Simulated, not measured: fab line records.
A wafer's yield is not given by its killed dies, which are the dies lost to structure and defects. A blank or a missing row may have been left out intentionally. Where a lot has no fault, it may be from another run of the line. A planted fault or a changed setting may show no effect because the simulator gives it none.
One fault through the eyes of 2 desks / flow sky130 / only its own numbers are on each desk; what lay behind them is given at the end

FROM THE METROLOGY DESK
What the gauges read, lot by lot, whatever tool the lot ran on: means of the sampled wafers that have a number. The brackets show how far a lot's mean lies from the usual mean; more than 4 standard deviations puts the lot out of limits, marked OUT.
Columns: A = PWDE_TW at SKY_PWDE_TW_MEAS_10, usual 374.7; B = VT_ADJUST_LVTN_2_TW at SKY_VT_ADJUST_LVTN_TW_MEAS_21, usual 189.3; C = SD_P_OVL at SKY_SD_P_OVL_MEAS_08, usual -0.6 nm
lot=L350; first seen here=day 3 17:25; A=372.2; B=190.1; C=0.3
lot=L351; first seen here=day 4 04:13; A=371.3; B=190.0; C=1.0
lot=L352; first seen here=day 4 09:50; A=372.6; B=190.5; C=-1.0
lot=L355; first seen here=day 5 01:09; A=375.8; B=30.3 (-99 or more) OUT; C=-1.6
lot=L357; first seen here=day 5 11:27; A=375.9; B=188.5; C=1.2
lot=L364; first seen here=day 7 07:37; A=373.5; B=190.4; C=1.9
lot=L366; first seen here=day 7 18:33; A=375.1; B=187.5; C=-2.1
lot=L367; first seen here=day 8 02:14; A=376.1; B=189.1; C=-1.6
lot=L368; first seen here=day 8 06:35; A=375.4; B=190.7; C=0.2
lot=L369; first seen here=day 8 08:13; A=378.7; B=190.8; C=-1.7
lot=L370; first seen here=day 8 14:29; A=373.2; B=190.6; C=-2.2
lot=L372; first seen here=day 8 23:41; A=378.5; B=190.5; C=0.1
lot=L373; first seen here=day 9 07:04; A=372.0; B=189.3; C=-1.8
This desk's result: L355 out of limits, first on L355 (VT_ADJUST_LVTN_2_TW at SKY_VT_ADJUST_LVTN_TW_MEAS_21), day 9 03:20. Within limits: L350, L351, L352, L357, L364, L366, L367, L368, L369, L370, L372, L373.

THE TOOL OWNER'S DESK: plasma asher-01
The tool's own readings at SKY_VT_ADJUST_LVTN_STRIP_09 (strips in O2/N2): means of the sampled wafers that have a number, for each lot that ran on this tool. The brackets show how far a lot's mean lies from the usual mean; more than 4 standard deviations puts the lot out of limits, marked OUT.
Columns: A = chamber pressure mTorr at SKY_VT_ADJUST_LVTN_STRIP_09, usual 1499.8 mTorr; B = drypump motor current A at SKY_VT_ADJUST_LVTN_STRIP_09, usual 5.8 A; C = oes product au at SKY_VT_ADJUST_LVTN_STRIP_09, usual 0.722 a.u.; D = strip time to endpoint s at SKY_VT_ADJUST_LVTN_STRIP_09, usual 37.02 s
lot=L355; first seen here=day 8 06:02; A=1499.8; B=5.6; C=0.953 (+47) OUT; D=-
lot=L364; first seen here=day 10 22:28; A=1501.3; B=5.9; C=0.719; D=37.00
lot=L366; first seen here=day 11 12:04; A=1499.8; B=6.1; C=0.722; D=36.98
This desk's verdict: out of limits on L355, starting with L355 at day 8 06:02 (oes product au at SKY_VT_ADJUST_LVTN_STRIP_09). Within limits: L364, L366.

TAKEN TOGETHER
An alarm could have come from the tool owner's desk at day 8 06:02, on L355.
At day 9 03:20 the metrology desk could have sounded an alarm, on L355.
Of the lots named, all ran SKY_VT_ADJUST_LVTN_STRIP_09 on plasma asher-01.

WHAT HAD BEEN PUT IN BY THE SIMULATOR
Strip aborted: plasma asher-01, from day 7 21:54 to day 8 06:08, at SKY_VT_ADJUST_LVTN_STRIP_09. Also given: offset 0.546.
Lots struck among those shown: L355.
Time in hours from fault onset to the first out-of-limits reading at each desk: tool owner's desk 8, metrology desk 29.
